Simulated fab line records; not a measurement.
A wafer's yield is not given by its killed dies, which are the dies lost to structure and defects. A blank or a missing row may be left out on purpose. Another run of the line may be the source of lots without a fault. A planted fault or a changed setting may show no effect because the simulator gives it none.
fab line records / flow gf180mcu / part 2 of 2: steps 24 to 32 of 32
record lots=5 wafers=15 last_day=33
route steps=602 shown V5@551 TOP_METAL@567
lots untouched by any fault: they come from a run of this same line in which no faults occurred
start_h: hours from the record's first day to the start of the lot's first wafer shown / wait_h: hours from the lot's prior step to this one / " repeats the value in the row above / L1.1+2: a single row standing in for several wafers / - either no value or no given start / * or withheld: withheld / < > ~ a bound
route shown NAME@n: NAME is a module with steps in the file, n the number in the route of the first one / usual: mean/standard deviation of fault-free wafers / same: alike in all rows / chamber/n: place in a boat / sites: readings site by site / _std_site: their standard deviation / _edge_site: outer sites' mean less inner sites' / radius_mm: how far each site lies from the wafer's centre / mask NAME#n: copy n / behind: the most recent tool/chamber to have shaped the wafer / hold: the reason the lot was held/the length of the hold in hours/how it ended / device: the transistor (n, p or np) that didn't switch / end of line: the route-end tests of the same wafers / for a step that has no rows: nothing shown but its recipe / killed: dies that structure and defects cost at the first sort, which is not the same as the wafer's yield / map: a wafer's dies, x killed, . not, _ none there
set.NAME: the setting the step ran with; set.NAME@STEP: the setting that earlier step ran with / model.NAME: the simulator's own value behind a step, which no gauge read
certain route steps with their lots: each step a table, each wafer a row
services: the hour from which a tool's chamber was out of use, counted from the record's first day as start_h (under 0 if before that day), plus the number of hours and why
## steps
# step GF_TOP_METAL_DEHYDRATE_07
# recipe temp_c=200 time_s=60
# usual exhaust_pa=45.0/1 heater_power_total_W=160.37/0.12 plate_temp_C=200.01/0.15
# same time_s=60
lot.wafer=L081.2 tool=litho_track-01 chamber=0 start_h=694.56 wait_h=9.2 exhaust_pa=45.9 heater_power_total_W=160.21 plate_temp_C=200.03
lot.wafer=L081.3 tool=litho_track-01 chamber=0 start_h=694.56 wait_h=9.2 exhaust_pa=45.9 heater_power_total_W=160.34 plate_temp_C=199.88
lot.wafer=L081.6 tool=litho_track-01 chamber=0 start_h=694.56 wait_h=9.2 exhaust_pa=46.6 heater_power_total_W=160.45 plate_temp_C=199.98
lot.wafer=L085.1 tool=litho_track-02 chamber=0 start_h=721.01 wait_h=8.1 exhaust_pa=46.0 heater_power_total_W=160.36 plate_temp_C=200.03
lot.wafer=L085.3 tool=litho_track-02 chamber=0 start_h=721.01 wait_h=8.1 exhaust_pa=45.7 heater_power_total_W=160.20 plate_temp_C=199.88
lot.wafer=L085.5 tool=litho_track-02 chamber=0 start_h=721.01 wait_h=8.1 exhaust_pa=46.7 heater_power_total_W=160.26 plate_temp_C=199.97
lot.wafer=L089.3 tool=litho_track-02 chamber=0 start_h=744.56 wait_h=7.7 exhaust_pa=44.1 heater_power_total_W=160.42 plate_temp_C=200.05
lot.wafer=L089.4 tool=litho_track-02 chamber=0 start_h=744.56 wait_h=7.7 exhaust_pa=44.3 heater_power_total_W=160.52 plate_temp_C=200.14
lot.wafer=L089.5 tool=litho_track-02 chamber=0 start_h=744.56 wait_h=7.7 exhaust_pa=44.6 heater_power_total_W=160.59 plate_temp_C=200.23
lot.wafer=L090.3 tool=litho_track-01 chamber=0 start_h=754.09 wait_h=7.6 exhaust_pa=44.9 heater_power_total_W=160.50 plate_temp_C=200.19
lot.wafer=L090.4 tool=litho_track-01 chamber=0 start_h=754.09 wait_h=7.6 exhaust_pa=44.3 heater_power_total_W=160.54 plate_temp_C=200.11
lot.wafer=L090.6 tool=litho_track-01 chamber=0 start_h=754.09 wait_h=7.6 exhaust_pa=45.6 heater_power_total_W=160.57 plate_temp_C=199.96
lot.wafer=L092.1 tool=litho_track-04 chamber=0 start_h=766.57 wait_h=8.0 exhaust_pa=44.8 heater_power_total_W=160.38 plate_temp_C=200.00
lot.wafer=L092.2 tool=litho_track-04 chamber=0 start_h=766.57 wait_h=8.0 exhaust_pa=45.4 heater_power_total_W=160.27 plate_temp_C=200.24
lot.wafer=L092.4 tool=litho_track-04 chamber=0 start_h=766.57 wait_h=8.0 exhaust_pa=43.3 heater_power_total_W=160.24 plate_temp_C=199.94
# step GF_TOP_METAL_HMDS_08
# recipe prime_time_s=60 prime_temp_c=120
# usual exhaust_pa=44.9/0.92 prime_temp_c=120.02/0.15
lot.wafer=L081.2 tool=litho_track-01 chamber=0 start_h=694.71 wait_h=0.1 exhaust_pa=45.1 prime_temp_c=120.18
lot.wafer=L081.3 tool=litho_track-01 chamber=0 start_h=694.71 wait_h=0.1 exhaust_pa=45.6 prime_temp_c=119.99
lot.wafer=L081.6 tool=litho_track-01 chamber=0 start_h=694.71 wait_h=0.1 exhaust_pa=46.0 prime_temp_c=120.18
lot.wafer=L085.1 tool=litho_track-02 chamber=0 start_h=721.16 wait_h=0.1 exhaust_pa=45.6 prime_temp_c=119.91
lot.wafer=L085.3 tool=litho_track-02 chamber=0 start_h=721.16 wait_h=0.1 exhaust_pa=45.1 prime_temp_c=120.08
lot.wafer=L085.5 tool=litho_track-02 chamber=0 start_h=721.16 wait_h=0.1 exhaust_pa=44.2 prime_temp_c=119.91
lot.wafer=L089.3 tool=litho_track-02 chamber=0 start_h=744.71 wait_h=0.1 exhaust_pa=43.7 prime_temp_c=119.82
lot.wafer=L089.4 tool=litho_track-02 chamber=0 start_h=744.71 wait_h=0.1 exhaust_pa=44.7 prime_temp_c=119.78
lot.wafer=L089.5 tool=litho_track-02 chamber=0 start_h=744.71 wait_h=0.1 exhaust_pa=45.2 prime_temp_c=119.85
lot.wafer=L090.3 tool=litho_track-01 chamber=0 start_h=754.24 wait_h=0.1 exhaust_pa=44.0 prime_temp_c=119.92
lot.wafer=L090.4 tool=litho_track-01 chamber=0 start_h=754.24 wait_h=0.1 exhaust_pa=46.6 prime_temp_c=119.81
lot.wafer=L090.6 tool=litho_track-01 chamber=0 start_h=754.24 wait_h=0.1 exhaust_pa=45.7 prime_temp_c=119.91
lot.wafer=L092.1 tool=litho_track-04 chamber=0 start_h=766.72 wait_h=0.1 exhaust_pa=44.5 prime_temp_c=120.15
lot.wafer=L092.2 tool=litho_track-04 chamber=0 start_h=766.72 wait_h=0.1 exhaust_pa=44.3 prime_temp_c=119.95
lot.wafer=L092.4 tool=litho_track-04 chamber=0 start_h=766.72 wait_h=0.1 exhaust_pa=44.8 prime_temp_c=119.98
# step GF_TOP_METAL_COAT_09
# recipe resist=NOVOLAK spin_rpm=3000 resist_thk_nm=1500
# usual exhaust_pa=44.9/0.93
lot.wafer=L081.2 tool=litho_track-01 chamber=0 start_h=694.86 wait_h=0.1 exhaust_pa=45.5
lot.wafer=L081.3 tool=litho_track-01 chamber=0 start_h=694.86 wait_h=0.1 exhaust_pa=45.7
lot.wafer=L081.6 tool=litho_track-01 chamber=0 start_h=694.86 wait_h=0.1 exhaust_pa=45.6
lot.wafer=L085.1 tool=litho_track-02 chamber=0 start_h=721.31 wait_h=0.1 exhaust_pa=44.6
lot.wafer=L085.3 tool=litho_track-02 chamber=0 start_h=721.31 wait_h=0.1 exhaust_pa=45.3
lot.wafer=L085.5 tool=litho_track-02 chamber=0 start_h=721.31 wait_h=0.1 exhaust_pa=43.8
lot.wafer=L089.3 tool=litho_track-02 chamber=0 start_h=744.86 wait_h=0.1 exhaust_pa=44.7
lot.wafer=L089.4 tool=litho_track-02 chamber=0 start_h=744.86 wait_h=0.1 exhaust_pa=45.5
lot.wafer=L089.5 tool=litho_track-02 chamber=0 start_h=744.86 wait_h=0.1 exhaust_pa=44.1
lot.wafer=L090.3 tool=litho_track-01 chamber=0 start_h=754.39 wait_h=0.1 exhaust_pa=44.9
lot.wafer=L090.4 tool=litho_track-01 chamber=0 start_h=754.39 wait_h=0.1 exhaust_pa=45.4
lot.wafer=L090.6 tool=litho_track-01 chamber=0 start_h=754.39 wait_h=0.1 exhaust_pa=47.1
lot.wafer=L092.1 tool=litho_track-04 chamber=0 start_h=766.87 wait_h=0.1 exhaust_pa=44.9
lot.wafer=L092.2 tool=litho_track-04 chamber=0 start_h=766.87 wait_h=0.1 exhaust_pa=44.1
lot.wafer=L092.4 tool=litho_track-04 chamber=0 start_h=766.87 wait_h=0.1 exhaust_pa=46.3
# step GF_TOP_METAL_SOFTBAKE_10
# recipe temp_c=90 time_s=60 resist=NOVOLAK
# usual exhaust_pa=45.0/1 heater_power_total_W=56.60/0.045 plate_temp_C=89.99/0.13
# same time_s=60
lot.wafer=L081.2 tool=litho_track-01 chamber=0 start_h=695.01 wait_h=0.1 exhaust_pa=45.9 heater_power_total_W=56.65 plate_temp_C=89.82
lot.wafer=L081.3 tool=litho_track-01 chamber=0 start_h=695.01 wait_h=0.1 exhaust_pa=45.1 heater_power_total_W=56.63 plate_temp_C=89.71
lot.wafer=L081.6 tool=litho_track-01 chamber=0 start_h=695.01 wait_h=0.1 exhaust_pa=45.3 heater_power_total_W=56.61 plate_temp_C=89.73
lot.wafer=L085.1 tool=litho_track-02 chamber=0 start_h=721.46 wait_h=0.1 exhaust_pa=44.0 heater_power_total_W=56.59 plate_temp_C=90.25
lot.wafer=L085.3 tool=litho_track-02 chamber=0 start_h=721.46 wait_h=0.1 exhaust_pa=45.8 heater_power_total_W=56.60 plate_temp_C=90.15
lot.wafer=L085.5 tool=litho_track-02 chamber=0 start_h=721.46 wait_h=0.1 exhaust_pa=42.6 heater_power_total_W=56.62 plate_temp_C=90.02
lot.wafer=L089.3 tool=litho_track-02 chamber=0 start_h=745.01 wait_h=0.1 exhaust_pa=44.5 heater_power_total_W=56.62 plate_temp_C=89.95
lot.wafer=L089.4 tool=litho_track-02 chamber=0 start_h=745.01 wait_h=0.1 exhaust_pa=43.8 heater_power_total_W=56.66 plate_temp_C=89.79
lot.wafer=L089.5 tool=litho_track-02 chamber=0 start_h=745.01 wait_h=0.1 exhaust_pa=45.9 heater_power_total_W=56.52 plate_temp_C=89.87
lot.wafer=L090.3 tool=litho_track-01 chamber=0 start_h=754.54 wait_h=0.1 exhaust_pa=45.7 heater_power_total_W=56.57 plate_temp_C=90.08
lot.wafer=L090.4 tool=litho_track-01 chamber=0 start_h=754.54 wait_h=0.1 exhaust_pa=46.0 heater_power_total_W=56.62 plate_temp_C=90.00
lot.wafer=L090.6 tool=litho_track-01 chamber=0 start_h=754.54 wait_h=0.1 exhaust_pa=46.5 heater_power_total_W=56.67 plate_temp_C=89.85
lot.wafer=L092.1 tool=litho_track-04 chamber=0 start_h=767.02 wait_h=0.1 exhaust_pa=46.8 heater_power_total_W=56.60 plate_temp_C=90.05
lot.wafer=L092.2 tool=litho_track-04 chamber=0 start_h=767.02 wait_h=0.1 exhaust_pa=46.2 heater_power_total_W=56.52 plate_temp_C=89.87
lot.wafer=L092.4 tool=litho_track-04 chamber=0 start_h=767.02 wait_h=0.1 exhaust_pa=45.2 heater_power_total_W=56.63 plate_temp_C=89.88
# step GF_TOP_METAL_EXPOSE_11
# recipe mask_id=MetalTop target_cd_nm=440 na=0.6 source_shape=conventional sigma_outer=0.6 dose_mj=170
# usual focus_offset_nm=0.0/0.59
# same na=0.6
lot.wafer=L081.2 tool=iline_stepper-01 chamber=0 start_h=- wait_h=- mask=MetalTop#0 focus_offset_nm=-0.5
lot.wafer=L081.3 tool=iline_stepper-01 chamber=0 start_h=- wait_h=- mask=MetalTop#0 focus_offset_nm=-0.6
lot.wafer=L081.6 tool=iline_stepper-01 chamber=0 start_h=- wait_h=- mask=MetalTop#0 focus_offset_nm=0.8
lot.wafer=L085.1 tool=iline_stepper-01 chamber=0 start_h=- wait_h=- mask=MetalTop#0 focus_offset_nm=0.3
lot.wafer=L085.3 tool=iline_stepper-01 chamber=0 start_h=- wait_h=- mask=MetalTop#0 focus_offset_nm=1.2
lot.wafer=L085.5 tool=iline_stepper-01 chamber=0 start_h=- wait_h=- mask=MetalTop#0 focus_offset_nm=0.5
lot.wafer=L089.3 tool=iline_stepper-02 chamber=0 start_h=- wait_h=- mask=MetalTop#0 focus_offset_nm=0.3
lot.wafer=L089.4 tool=iline_stepper-02 chamber=0 start_h=- wait_h=- mask=MetalTop#0 focus_offset_nm=0.4
lot.wafer=L089.5 tool=iline_stepper-02 chamber=0 start_h=- wait_h=- mask=MetalTop#0 focus_offset_nm=-0.6
lot.wafer=L090.3 tool=iline_stepper-02 chamber=0 start_h=- wait_h=- mask=MetalTop#0 focus_offset_nm=0.1
lot.wafer=L090.4 tool=iline_stepper-02 chamber=0 start_h=- wait_h=- mask=MetalTop#0 focus_offset_nm=-0.7
lot.wafer=L090.6 tool=iline_stepper-02 chamber=0 start_h=- wait_h=- mask=MetalTop#0 focus_offset_nm=-0.4
lot.wafer=L092.1 tool=iline_stepper-01 chamber=0 start_h=- wait_h=- mask=MetalTop#0 focus_offset_nm=-0.9
lot.wafer=L092.2 tool=iline_stepper-01 chamber=0 start_h=- wait_h=- mask=MetalTop#0 focus_offset_nm=-1.1
lot.wafer=L092.4 tool=iline_stepper-01 chamber=0 start_h=- wait_h=- mask=MetalTop#0 focus_offset_nm=-0.7
# step GF_TOP_METAL_PEB_12
# recipe temp_c=withheld time_s=* resist=NOVOLAK
# usual exhaust_pa=45.2/0.94
# same time_s=*
lot.wafer=L081.2 tool=litho_track-01 chamber=0 start_h=- wait_h=- exhaust_pa=46.5
lot.wafer=L081.3 tool=litho_track-01 chamber=0 start_h=- wait_h=- exhaust_pa=45.1
lot.wafer=L081.6 tool=litho_track-01 chamber=0 start_h=- wait_h=- exhaust_pa=44.1
lot.wafer=L085.1 tool=litho_track-02 chamber=0 start_h=- wait_h=- exhaust_pa=46.6
lot.wafer=L085.3 tool=litho_track-02 chamber=0 start_h=- wait_h=- exhaust_pa=46.5
lot.wafer=L085.5 tool=litho_track-02 chamber=0 start_h=- wait_h=- exhaust_pa=45.8
lot.wafer=L089.3 tool=litho_track-04 chamber=0 start_h=- wait_h=- exhaust_pa=46.1
lot.wafer=L089.4 tool=litho_track-04 chamber=0 start_h=- wait_h=- exhaust_pa=44.4
lot.wafer=L089.5 tool=litho_track-04 chamber=0 start_h=- wait_h=- exhaust_pa=45.5
lot.wafer=L090.3 tool=litho_track-01 chamber=0 start_h=- wait_h=- exhaust_pa=46.0
lot.wafer=L090.4 tool=litho_track-01 chamber=0 start_h=- wait_h=- exhaust_pa=45.4
lot.wafer=L090.6 tool=litho_track-01 chamber=0 start_h=- wait_h=- exhaust_pa=45.6
lot.wafer=L092.1 tool=litho_track-04 chamber=0 start_h=- wait_h=- exhaust_pa=45.3
lot.wafer=L092.2 tool=litho_track-04 chamber=0 start_h=- wait_h=- exhaust_pa=44.8
lot.wafer=L092.4 tool=litho_track-04 chamber=0 start_h=- wait_h=- exhaust_pa=47.0
# step GF_TOP_METAL_DEVELOP_13
# recipe develop_time_s=60 dev_temp_c=23
# usual exhaust_pa=45.0/0.88
lot.wafer=L081.2 tool=litho_track-01 chamber=0 start_h=703.86 wait_h=0.1 exhaust_pa=45.1
lot.wafer=L081.3 tool=litho_track-01 chamber=0 start_h=703.86 wait_h=0.1 exhaust_pa=45.7
lot.wafer=L081.6 tool=litho_track-01 chamber=0 start_h=703.86 wait_h=0.1 exhaust_pa=44.4
lot.wafer=L085.1 tool=litho_track-02 chamber=0 start_h=730.71 wait_h=0.1 exhaust_pa=46.5
lot.wafer=L085.3 tool=litho_track-02 chamber=0 start_h=730.71 wait_h=0.1 exhaust_pa=46.1
lot.wafer=L085.5 tool=litho_track-02 chamber=0 start_h=730.71 wait_h=0.1 exhaust_pa=45.3
lot.wafer=L089.3 tool=litho_track-04 chamber=0 start_h=753.12 wait_h=0.1 exhaust_pa=44.4
lot.wafer=L089.4 tool=litho_track-04 chamber=0 start_h=753.12 wait_h=0.1 exhaust_pa=44.3
lot.wafer=L089.5 tool=litho_track-04 chamber=0 start_h=753.12 wait_h=0.1 exhaust_pa=44.9
lot.wafer=L090.3 tool=litho_track-01 chamber=0 start_h=762.64 wait_h=0.1 exhaust_pa=44.4
lot.wafer=L090.4 tool=litho_track-01 chamber=0 start_h=762.64 wait_h=0.1 exhaust_pa=45.4
lot.wafer=L090.6 tool=litho_track-01 chamber=0 start_h=762.64 wait_h=0.1 exhaust_pa=43.6
lot.wafer=L092.1 tool=litho_track-04 chamber=0 start_h=774.57 wait_h=0.1 exhaust_pa=46.6
lot.wafer=L092.2 tool=litho_track-04 chamber=0 start_h=774.57 wait_h=0.1 exhaust_pa=46.7
lot.wafer=L092.4 tool=litho_track-04 chamber=0 start_h=774.57 wait_h=0.1 exhaust_pa=45.4
# step GF_TOP_METAL_CD_MEAS_14
# recipe target_cd_nm=440
# usual cd_nm=439.4/2.5
lot.wafer=L081.2 tool=cd_sem-02 chamber=- start_h=704.01 wait_h=0.1 cd_nm=437.2
lot.wafer=L081.3 tool=cd_sem-02 chamber=- start_h=704.01 wait_h=0.1 cd_nm=438.8
lot.wafer=L081.6 tool=cd_sem-02 chamber=- start_h=704.01 wait_h=0.1 cd_nm=439.0
lot.wafer=L085.1 tool=cd_sem-02 chamber=- start_h=730.86 wait_h=0.1 cd_nm=437.8
lot.wafer=L085.3 tool=cd_sem-02 chamber=- start_h=730.86 wait_h=0.1 cd_nm=439.7
lot.wafer=L085.5 tool=cd_sem-02 chamber=- start_h=730.86 wait_h=0.1 cd_nm=436.2
lot.wafer=L089.3 tool=cd_sem-02 chamber=- start_h=753.26 wait_h=0.1 cd_nm=436.6
lot.wafer=L089.4 tool=cd_sem-02 chamber=- start_h=753.26 wait_h=0.1 cd_nm=438.5
lot.wafer=L089.5 tool=cd_sem-02 chamber=- start_h=753.26 wait_h=0.1 cd_nm=438.3
lot.wafer=L090.3 tool=cd_sem-01 chamber=- start_h=762.78 wait_h=0.1 cd_nm=438.6
lot.wafer=L090.4 tool=cd_sem-01 chamber=- start_h=762.78 wait_h=0.1 cd_nm=438.0
lot.wafer=L090.6 tool=cd_sem-01 chamber=- start_h=762.78 wait_h=0.1 cd_nm=438.5
lot.wafer=L092.1 tool=cd_sem-01 chamber=- start_h=774.72 wait_h=0.1 cd_nm=438.2
lot.wafer=L092.2 tool=cd_sem-01 chamber=- start_h=774.72 wait_h=0.1 cd_nm=437.1
lot.wafer=L092.4 tool=cd_sem-01 chamber=- start_h=774.72 wait_h=0.1 cd_nm=438.9
# step GF_TOP_METAL_OVL_MEAS_15
# usual TOP_METAL_OVL=-1.1/1.4
lot.wafer=L081.2 tool=overlay-02 chamber=- start_h=704.11 wait_h=0.1 TOP_METAL_OVL[nm]=-0.5
lot.wafer=L081.3 tool=overlay-02 chamber=- start_h=704.11 wait_h=0.1 TOP_METAL_OVL[nm]=-0.2
lot.wafer=L081.6 tool=overlay-02 chamber=- start_h=704.11 wait_h=0.1 TOP_METAL_OVL[nm]=-0.2
lot.wafer=L085.1 tool=overlay-01 chamber=- start_h=730.98 wait_h=0.1 TOP_METAL_OVL[nm]=-2.7
lot.wafer=L085.3 tool=overlay-01 chamber=- start_h=730.98 wait_h=0.1 TOP_METAL_OVL[nm]=-1.1
lot.wafer=L085.5 tool=overlay-01 chamber=- start_h=730.98 wait_h=0.1 TOP_METAL_OVL[nm]=-0.7
lot.wafer=L089.3 tool=overlay-02 chamber=- start_h=753.36 wait_h=0.1 TOP_METAL_OVL[nm]=-1.6
lot.wafer=L089.4 tool=overlay-02 chamber=- start_h=753.36 wait_h=0.1 TOP_METAL_OVL[nm]=-0.7
lot.wafer=L089.5 tool=overlay-02 chamber=- start_h=753.36 wait_h=0.1 TOP_METAL_OVL[nm]=-1.8
lot.wafer=L090.3 tool=overlay-01 chamber=- start_h=762.87 wait_h=0.1 TOP_METAL_OVL[nm]=-0.8
lot.wafer=L090.4 tool=overlay-01 chamber=- start_h=762.87 wait_h=0.1 TOP_METAL_OVL[nm]=-1.9
lot.wafer=L090.6 tool=overlay-01 chamber=- start_h=762.87 wait_h=0.1 TOP_METAL_OVL[nm]=-0.2
lot.wafer=L092.1 tool=overlay-02 chamber=- start_h=774.84 wait_h=0.1 TOP_METAL_OVL[nm]=-2.7
lot.wafer=L092.2 tool=overlay-02 chamber=- start_h=774.84 wait_h=0.1 TOP_METAL_OVL[nm]=-2.6
lot.wafer=L092.4 tool=overlay-02 chamber=- start_h=774.84 wait_h=0.1 TOP_METAL_OVL[nm]=0.2
## services
tool=iline_stepper-01 chamber=- start_h=650.94 hours=4.9 kind=repair
tool=wet_bench-03 chamber=- start_h=653.21 hours=2.9 kind=repair
tool=cmp-01 chamber=- start_h=654.46 hours=4.0 kind=repair
tool=pvd_sputter-04 chamber=- start_h=655.53 hours=2.1 kind=repair
tool=cmp-02 chamber=- start_h=658.63 hours=4.6 kind=pm
tool=pvd_sputter-02 chamber=- start_h=663.89 hours=8.5 kind=repair
tool=cvd_w-01 chamber=- start_h=665.35 hours=1.0 kind=repair
tool=rie_diel-01 chamber=- start_h=679.32 hours=2.9 kind=repair
tool=pvd_sputter-04 chamber=- start_h=682.50 hours=5.5 kind=repair
tool=rie_diel-01 chamber=2 start_h=684.54 hours=10.8 kind=repair
tool=krf_scanner-01 chamber=- start_h=693.04 hours=1.6 kind=repair
tool=wet_bench-01 chamber=- start_h=704.37 hours=0.7 kind=repair
tool=rie_diel-02 chamber=1 start_h=712.21 hours=2.4 kind=repair
tool=krf_scanner-01 chamber=- start_h=718.92 hours=1.3 kind=pm
tool=pvd_sputter-03 chamber=- start_h=721.30 hours=5.2 kind=repair
tool=iline_stepper-01 chamber=- start_h=726.41 hours=1.7 kind=pm
tool=wet_bench-01 chamber=- start_h=733.27 hours=1.5 kind=repair
tool=plasma_asher-03 chamber=- start_h=740.78 hours=2.8 kind=pm
tool=wet_bench-02 chamber=- start_h=742.60 hours=3.0 kind=repair
tool=krf_scanner-01 chamber=- start_h=744.67 hours=1.0 kind=pm
tool=rie_diel-02 chamber=2 start_h=748.23 hours=2.6 kind=repair
tool=plasma_asher-03 chamber=- start_h=749.22 hours=2.3 kind=repair
tool=wet_bench-01 chamber=- start_h=761.79 hours=0.9 kind=repair
tool=rie_diel-01 chamber=1 start_h=764.16 hours=3.6 kind=repair
